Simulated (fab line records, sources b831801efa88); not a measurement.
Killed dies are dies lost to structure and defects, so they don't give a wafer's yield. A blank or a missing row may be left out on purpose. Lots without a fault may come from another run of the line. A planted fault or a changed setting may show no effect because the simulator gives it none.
Which tool did it? | flow gf180mcu | 6 lots, 18 wafers sampled, at 2 steps of a route of 602

WHAT THE GAUGES READ, wafer by wafer
GF_HV_LDD_TW_MEAS_23.
lot  | measured     | on            | HV_LDD_2_TW
L539 | day 11 16:03 | film_metro-04 | 1070 1069 1065
L541 | day 12 05:09 | film_metro-04 | 1060 1062 1058
L544 | day 13 09:34 | film_metro-03 | 933 934 932
L546 | day 14 03:46 | film_metro-01 | 934 935 930
L554 | day 16 14:23 | film_metro-01 | 1055 1049 1043
L556 | day 17 01:14 | film_metro-03 | 1055 1054 1059

WHICH TOOL RAN EACH LOT (tool, then ch and the chambers of the sampled wafers, then the start)
lot  | GF_HV_LDD_IMPLANT_21
L539 | implanter-01 ch 0, day 11 15:48
L541 | implanter-03 ch 0, day 12 04:54
L544 | implanter-03 ch 0, day 13 09:19
L546 | implanter-03 ch 0, day 14 03:31
L554 | implanter-01 ch 0, day 16 14:11
L556 | implanter-03 ch 0, day 17 01:01
- GF_HV_LDD_IMPLANT_21

THE ANSWER, worked out from the rows above alone
Rule: what is usual is taken from the lots themselves. Put in order of their means at a reading, lots are off if they are a third of the lots or fewer, leave a main group of 4 or more, and stand apart from it by a gap of 3 or more times the standard deviation of the main group's means; of several such gaps the widest counts. A main group whose means are all the same, to the digits that the tables above print for the reading, isn't used. A lot without any number at a reading at which 4 lots or more have one is off too. The other lots that the step has rows for count as sound.
Off: L544, L546, at GF_HV_LDD_TW_MEAS_23 (HV_LDD_2_TW). The main group: mean 1058, standard deviation 6.9.
A tool fits if, at a process step before that reading, it ran every lot that is off, and no sound lot after the first of them. The gauges at GF_HV_LDD_TW_MEAS_23 are tried like those tools. None of those tried fits.

WHAT THE SIMULATOR HAD PUT IN
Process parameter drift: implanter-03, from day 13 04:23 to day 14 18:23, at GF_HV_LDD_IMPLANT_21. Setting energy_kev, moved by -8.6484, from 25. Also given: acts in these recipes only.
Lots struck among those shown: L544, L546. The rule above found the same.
